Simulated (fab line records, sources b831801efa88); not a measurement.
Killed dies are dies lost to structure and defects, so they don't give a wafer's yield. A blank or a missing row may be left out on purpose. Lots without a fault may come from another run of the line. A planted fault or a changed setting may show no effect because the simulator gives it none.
Problem report in the 8D (eight disciplines) form, filled by code | flow gf180mcu | the parts of the form that need people (team, actions taken, sign-off) are left out

1. THE PROBLEM
strip_time_to_endpoint_s at GF_M2_STRIP_17 reads a mean of 8.44 s on 1 wafer of 1 lot; wafers without a fault read 7.40 s with a standard deviation of 0.061. That is +17 standard deviations from the usual mean.
The step: strips in O2/N2.
First seen on wafer L233.5, day 25 17:47, on plasma_asher-02. The record holds 36 wafers of 12 lots with a number at this step. Rule for "out", or "out of limits": more than 4 standard deviations from the usual mean. The other wafers with a number count as sound.

2. WHAT IT IS AND WHAT IT IS NOT
question                    | is                                       | is not
which readings at this step | strip_time_to_endpoint_s, oes_product_au | drypump_motor_current_A, heater_power_w, n2_flow_sccm
which lots                  | L233                                     | L215, L216, L219, L220, L221, L222, L223, L224, L225, L235, L237
which wafers of those lots  | L233.5                                   | L233.4, L233.6
read on which tools         | plasma_asher-02                          | plasma_asher-01, plasma_asher-04
when                        | from day 25 17:47                        | up to then (29 sound wafers); but 6 sound wafers of L235, L237 came after

3. SUSPECTS, AND WHAT RULES EACH OUT
Counting: a tool at a process step up to the reading stays a suspect if it ran every lot that is out. Sound lots after the first of them don't rule it out here, since some wafers of a struck lot are sound.
- litho_track-03 at GF_M2_COAT_09 (resist thk 1000 nm): kept. It ran the lot that is out, L233 (day 25 06:34); its last sound lot up to then is L225 (day 23 05:25).
- plasma_asher-02 at GF_M2_STRIP_17 (strips in O2/N2): kept. It ran the lot that is out, L233 (day 25 17:47); its last sound lot up to then is L224 (day 23 16:37). Its own readings are out on those wafers: oes_product_au, strip_time_to_endpoint_s.
Left after counting: litho_track-03 at GF_M2_COAT_09, plasma_asher-02 at GF_M2_STRIP_17.

4. THE CAUSE (what the simulator had put in)
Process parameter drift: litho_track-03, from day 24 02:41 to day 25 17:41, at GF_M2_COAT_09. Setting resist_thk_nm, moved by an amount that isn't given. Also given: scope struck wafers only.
Counting left 2 suspects, and this tool is among them.

5. THE CHAIN OF EFFECTS, in route order
Each row: a reading whose mean over the struck wafers that have a number lies more than 3 standard deviations from the usual. Only readings for which the record gives a usual standard deviation are gone through. hours: the time from each lot's start at the first step in this table that gives one to its start at this step, as a median over the lots. sigmas: the change in usual standard deviations.
hours | step           | reading                  | usual      | on struck wafers | change | sigmas
0     | GF_M2_STRIP_17 | oes_product_au           | 0.538 a.u. | 0.587            | +0.049 | +9.4
0     | GF_M2_STRIP_17 | strip_time_to_endpoint_s | 7.40 s     | 8.44             | +1.04  | +17
The process steps in it:
- GF_M2_STRIP_17: strips in O2/N2.
Later measuring or inspecting steps at which every struck wafer that the step has a row for has a number for every such reading, and none has moved that far: GF_M4_RS_MEAS_05, GF_M4_CD_MEAS_14.

6. WHAT WOULD HAVE CAUGHT IT SOONER
In this record the first reading out of limits was taken at day 25 17:47, 39 hours after the fault began at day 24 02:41.
All the lots that are out (1) had begun GF_M2_COAT_09 on litho_track-03 by day 25 17:47. A hold on the tool at that time would have spared none of them.
